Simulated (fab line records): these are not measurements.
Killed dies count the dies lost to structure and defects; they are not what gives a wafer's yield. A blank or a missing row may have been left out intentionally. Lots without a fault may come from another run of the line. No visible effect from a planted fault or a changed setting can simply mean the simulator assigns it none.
Which of the tools did it?    flow sky130    6 lots with 17 wafers sampled at 2 steps, on a route of 708 steps

WHAT THE GAUGES SHOWED, per wafer
SKY_FIELD_ISO_THK_MEAS_25.
lot   measured     on             FIELD_ISO_CVD_24_THK (nm)
L905  day 2 23:25  film-metro-01  593 590 589
L907  day 3 11:11  film-metro-03  601 596 596
L911  day 4 06:25  film-metro-03  592 598 590
L913  day 4 16:13  film-metro-01  591 585 590
L918  day 5 18:13  film-metro-02  589 841
L924  day 7 04:07  film-metro-01  590 589 591

TOOL THAT RAN EACH LOT (tool first, then ch and the chambers of the sampled wafers, then the start)
lot   SKY_FIELD_ISO_CVD_24
L905  hdpcvd-01 ch 0,1,2, day 2 23:20
L907  hdpcvd-02 ch 0,1, day 3 11:07
L911  hdpcvd-02 ch 0,2, day 4 06:20
L913  hdpcvd-02 ch 0,1,2, day 4 16:08
L918  hdpcvd-01 ch 1,2, day 5 18:07
L924  hdpcvd-02 ch 1,2, day 7 04:01
- SKY_FIELD_ISO_CVD_24: deposits SiO2, target thk 595 nm, time 99.2 s.

THE ANSWER, worked out from the rows above alone
Rule: what is usual is taken from the lots themselves. The widest of any qualifying gaps counts: lots, ordered by their means at a reading, are off when they make up no more than a third of the lots, leave a main group of 4 or more, and stand apart from it by 3 or more times the standard deviation of that group's means. A main group whose means are all the same, to the digits that the tables above print for the reading, isn't used. A lot without any number at a reading at which 4 lots or more have one is off too. All remaining lots with rows at the step are treated as sound.
Off: L918, seen at SKY_FIELD_ISO_THK_MEAS_25 (FIELD_ISO_CVD_24_THK). For the main group the mean is 592 nm and the standard deviation 3.2.
If a tool, at a process step before that reading, ran all the lots that are off and no sound lot after the first of them, it fits. The gauges at SKY_FIELD_ISO_THK_MEAS_25 are tried like those tools. This does not decide it: 2 tools fit, namely hdpcvd-01 at SKY_FIELD_ISO_CVD_24 and film-metro-02 at SKY_FIELD_ISO_THK_MEAS_25.

WHAT HAD BEEN PUT IN BY THE SIMULATOR
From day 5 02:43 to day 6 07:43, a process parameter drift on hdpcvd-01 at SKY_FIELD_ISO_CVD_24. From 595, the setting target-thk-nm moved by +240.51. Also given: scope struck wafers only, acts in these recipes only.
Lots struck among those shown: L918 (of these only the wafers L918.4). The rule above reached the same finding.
